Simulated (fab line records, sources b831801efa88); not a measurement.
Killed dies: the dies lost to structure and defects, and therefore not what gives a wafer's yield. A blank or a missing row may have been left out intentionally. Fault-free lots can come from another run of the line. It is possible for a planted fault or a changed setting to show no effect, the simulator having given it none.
A struck lot beside a sound one    flow sky130    14 out of 708 route steps
Sound: the wafers L389.3, L389.5, L389.6. Wafers struck: L401.3, L401.4, L401.5. At the end, the cause is stated.
For every step that has rows: the tool of each side, followed by ch and its chambers, followed by its first start. Under that, the readings that differ: sound wafers    struck wafers    difference of the means    sigmas: that difference in standard deviations of wafers without a fault.
alike: words and numbers the same on both sides, and readings whose means are apart by under 2 such deviations; not compared: readings that were withheld, readings missing a value for some wafer, numbers with overlapping values and no deviation given by the record, and bounds like >300 which may hide the same value.
Wherever a step has rows on one side only, a row that says differs or no value, or a row with sigmas, the two part there. When numbers do not overlap yet have no deviation, they are printed without sigmas and do not part them. A reading that every wafer of one side lacks parts them only if that side has two wafers or more.

first, 1 step without rows for these wafers: SKY_CONTACT_ETCH_16 (etches BARC in N2/H2, stops on SiO2, time 45.9 s, target depth 60 nm).
SKY_CONTACT_ETCH_17: etches SiO2 in C4F8/O2/Ar, stops on Si3N4, target depth 340 nm.
  sound on rie-diel-02 ch 0,1,3, day 33 20:31; struck on rie-diel-03 ch 1,2,3, day 37 14:20
  alike: oes-product-au
SKY_CONTACT_ETCH_18: etches Si3N4 in CHF3/O2, stops on TiN, time 39 s, target depth 75 nm.
  sound on rie-diel-02 ch 0,1,3; struck on rie-diel-03 ch 1,2,3
reading                 sound              struck             difference  sigmas
throttle-valve-pct (%)  8.787 8.797 8.808  8.776 8.787 8.773  -0.019      -2
  alike: drypump-motor-current-A, oes-product-au
  not compared: rf-hours-counter-h
then, 4 steps without rows for these wafers: SKY_CONTACT_STRIP_19 (strips in O2/N2); SKY_CONTACT_STRIP_20 (strips in post etch residue remover, time 1200 s); SKY_CONTACT_CLEAN_21 (cleans in IPA, time 180 s); SKY_CONTACT_CLEAN_22 (cleans in O3/DIW).
SKY_CONTACT_SPUTTER_23: material TiN, target thk 20 nm, time 80 s.
  sound on pvd-sputter-03, day 33 21:12; struck on pvd-sputter-02, day 37 15:01
  alike: cathode-dc-power-W, chamber-pressure-pa, throttle-valve-pct
SKY_CONTACT_CVD_24: deposits W, target thk 340 nm, time 102.12 s.
  sound on cvd-w-01 ch 0,1, day 33 21:18; struck on cvd-w-01 ch 0,1, day 37 15:07
  alike: heater-power-w
SKY_CONTACT_RS_MEAS_25: a four-point-probe measurement.
  sound on film-metro-04, day 33 21:25; struck on film-metro-04, day 37 15:14
  alike: CONTACT_W_RS
SKY_CONTACT_THK_MEAS_26: measures by xrf.
  sound on film-metro-04, day 33 21:31; struck on film-metro-04, day 37 15:20
  alike: CONTACT_W_THK
SKY_CONTACT_CMP_27: polishes, stops on SiO2, t overpolish 15 s, target thk 0 nm.
  sound on cmp-02 ch 1,2,3, day 33 21:43; struck on cmp-02 ch 0,2,3, day 37 15:22
  alike: motor-current-A, overpolish-run-s, retaining-ring-pressure-frac, time-to-endpoint-s
SKY_METAL1_SPUTTER_00: material Ti, target thk 15 nm, time 10 s.
  sound on pvd-sputter-01, day 33 21:53; struck on pvd-sputter-01, day 37 15:40
  no value came back on the struck wafers for cathode-dc-power-W (W), chamber-pressure-pa (Pa), throttle-valve-pct (%); on the sound wafers cathode-dc-power-W (W) reads 3000.4 2999.7 2999.8
then, 1 step without rows for these wafers: SKY_METAL1_SPUTTER_01 (material TiN, target thk 20 nm, time 16.7 s).

## WHERE THEY PART
First at SKY_CONTACT_ETCH_18; last, within this record, at SKY_METAL1_SPUTTER_00.

WHY: what had been put in by the simulator
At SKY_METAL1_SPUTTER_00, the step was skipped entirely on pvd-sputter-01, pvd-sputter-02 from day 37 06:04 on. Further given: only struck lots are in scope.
